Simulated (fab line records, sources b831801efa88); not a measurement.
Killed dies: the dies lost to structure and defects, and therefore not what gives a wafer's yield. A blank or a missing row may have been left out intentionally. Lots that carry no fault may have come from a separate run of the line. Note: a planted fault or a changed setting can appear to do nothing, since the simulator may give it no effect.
Struck lot and sound lot, side by side -- flow gf180mcu -- 44 out of 602 route steps
Sound: the wafers L410.1, L410.3, L410.5. Wafers L403.2, L403.3, L403.4 were the ones struck. The cause is given at the end.
For every step that has rows: the tool of each side, followed by ch and its chambers, followed by its first start. Under that, the readings that differ: sound wafers -- struck wafers -- difference of the means -- sigmas: that difference in standard deviations of wafers without a fault.
alike: a reading whose means differ by less than 2 such deviations, as well as words and numbers matching on both sides. not compared: withheld readings; readings where some wafer has no value; bounds like >300 that might hide an equal value; numbers whose values overlap and for which the record gives no deviation.
A row with sigmas, a row that says differs or no value, or rows on one side alone: a step with any of these is where the two part. Numbers that have no deviation but don't overlap get no sigmas and don't part them. A reading missing from all wafers of one side parts the sides only when that side holds two or more wafers.

first, 2 steps without rows for these wafers: GF_DNWELL_DEVELOP_06 (develop time 60 s); GF_DNWELL_IMPLANT_07.
GF_DNWELL_STRIP_08: strips in O2/N2.
  sound on plasma asher-02 ch 0,1, day 6 23:46; struck on plasma asher-01 ch 0,1, day 5 04:02
reading,sound,struck,difference,sigmas
drypump motor current A (A),6.1 6.1 5.6,4.8 4.8 5.4,-0.9,-2
  alike: heater power w, oes product au, strip time to endpoint s
  not compared: rf hours counter h
GF_DNWELL_TW_MEAS_09:
  sound: film metro-01 at day 6 23:52; struck: film metro-02 at day 5 04:08
reading,sound,struck,difference,sigmas
DNWELL_TW,1394 1393 1388,1361 1362 1360,-31,-2
then, 7 steps without rows for these wafers: GF_NWELL_DEHYDRATE_00 (time 60 s); GF_NWELL_HMDS_01 (prime time 60 s); GF_NWELL_COAT_02 (resist thk 3000 nm); GF_NWELL_SOFTBAKE_03; GF_NWELL_EXPOSE_04 (exposes mask Nwell, target cd 860 nm); GF_NWELL_PEB_05; GF_NWELL_DEVELOP_06 (develop time 60 s).
GF_NWELL_OVL_MEAS_07:
  sound: overlay-02 at day 7 15:05; struck: overlay-02 at day 5 17:15
  alike: NWELL_OVL
GF_NWELL_IMPLANT_08:
  sound on implanter-04 ch 0, day 7 15:07; struck on implanter-01 ch 0, day 5 17:18
reading,sound,struck,difference,sigmas
beam energy keV,449.82 450.07 449.77,471.88 471.73 471.79,+21.91,+99 or more
model.implant.rp nm (nm),555.4 555.4 555.4,585.1 585.1 585.1,+29.7,
model.implant.drp nm (nm),123.9 123.9 123.9,126.7 126.7 126.7,+2.8,
after that, 1 step had no rows for these wafers: GF_NWELL_IMPLANT_09.
GF_NWELL_STRIP_10: strips in O2/N2.
  sound on plasma asher-02 ch 0, day 7 15:25; struck on plasma asher-01 ch 0,1, day 5 17:35
  alike: drypump motor current A, heater power w, oes product au, strip time to endpoint s
  not compared: rf hours counter h
GF_NWELL_TW_MEAS_11:
  sound: film metro-03 at day 7 15:31; struck: film metro-03 at day 5 17:41
  alike: NWELL_TW
then, 7 steps without rows for these wafers: GF_LVPWELL_DEHYDRATE_00 (time 60 s); GF_LVPWELL_HMDS_01 (prime time 60 s); GF_LVPWELL_COAT_02 (resist thk 3000 nm); GF_LVPWELL_SOFTBAKE_03; GF_LVPWELL_EXPOSE_04 (exposes mask LVPWELL, target cd 600 nm); GF_LVPWELL_PEB_05; GF_LVPWELL_DEVELOP_06 (develop time 60 s).
GF_LVPWELL_OVL_MEAS_07:
  sound: overlay-01 at day 8 07:04; struck: overlay-02 at day 6 07:49
  alike: LVPWELL_OVL
then, 2 steps without rows for these wafers: GF_LVPWELL_IMPLANT_08; GF_LVPWELL_IMPLANT_09.
GF_LVPWELL_STRIP_10: strips in O2/N2.
  sound on plasma asher-02 ch 0,1, day 8 07:24; struck on plasma asher-02 ch 0,1, day 6 08:09
  alike: drypump motor current A, heater power w, oes product au, strip time to endpoint s
  not compared: rf hours counter h
GF_LVPWELL_TW_MEAS_11:
  sound: film metro-04 at day 8 07:30; struck: film metro-03 at day 6 08:16
  alike: LVPWELL_TW
then, 7 steps without rows for these wafers: GF_MVSD_DEHYDRATE_00 (time 60 s); GF_MVSD_HMDS_01 (prime time 60 s); GF_MVSD_COAT_02 (resist thk 3000 nm); GF_MVSD_SOFTBAKE_03; GF_MVSD_EXPOSE_04 (exposes mask MVSD, target cd 1000 nm); GF_MVSD_PEB_05; GF_MVSD_DEVELOP_06 (develop time 60 s).
GF_MVSD_OVL_MEAS_07:
  sound: overlay-02 at day 8 23:47; struck: overlay-02 at day 6 22:38
  alike: MVSD_OVL
then, 2 steps without rows for these wafers: GF_MVSD_IMPLANT_08; GF_MVSD_IMPLANT_09.
GF_MVSD_STRIP_10: strips in O2/N2.
  sound on plasma asher-04 ch 0,1, day 9 00:07; struck on plasma asher-01 ch 0,1, day 6 22:58
  alike: drypump motor current A, heater power w, oes product au, strip time to endpoint s
  not compared: rf hours counter h
GF_MVSD_TW_MEAS_11:
  sound: film metro-03 at day 9 00:13; struck: film metro-02 at day 6 23:05
  alike: MVSD_TW
then, 2 steps without rows for these wafers: GF_MVPSD_DEHYDRATE_00 (time 60 s); GF_MVPSD_HMDS_01 (prime time 60 s).
-- the record jumps here: 4 days lie between the struck wafers' starts before and after --
GF_VT_IMPLANT_RS_MEAS_47: the measuring method here is four-point-probe.
  sound: film metro-04 at day 12 21:33; struck: film metro-03 at day 10 11:49
reading,sound,struck,difference,sigmas
NWELL_RS (ohm/sq),485.4 486.2 487.0,481.7 480.3 481.7,-5.0,-4
-- the record jumps here: 22 days lie between the struck wafers' starts before and after --
GF_PASSIVATION_PROBE_99:
  only the struck wafers here have rows in the record (prober-02, day 32 04:34); the sound ones have none

== WHERE THEY PART ==
Last at GF_PASSIVATION_PROBE_99 as far as this record goes, first at GF_DNWELL_STRIP_08.

WHY: whatever the simulator had introduced
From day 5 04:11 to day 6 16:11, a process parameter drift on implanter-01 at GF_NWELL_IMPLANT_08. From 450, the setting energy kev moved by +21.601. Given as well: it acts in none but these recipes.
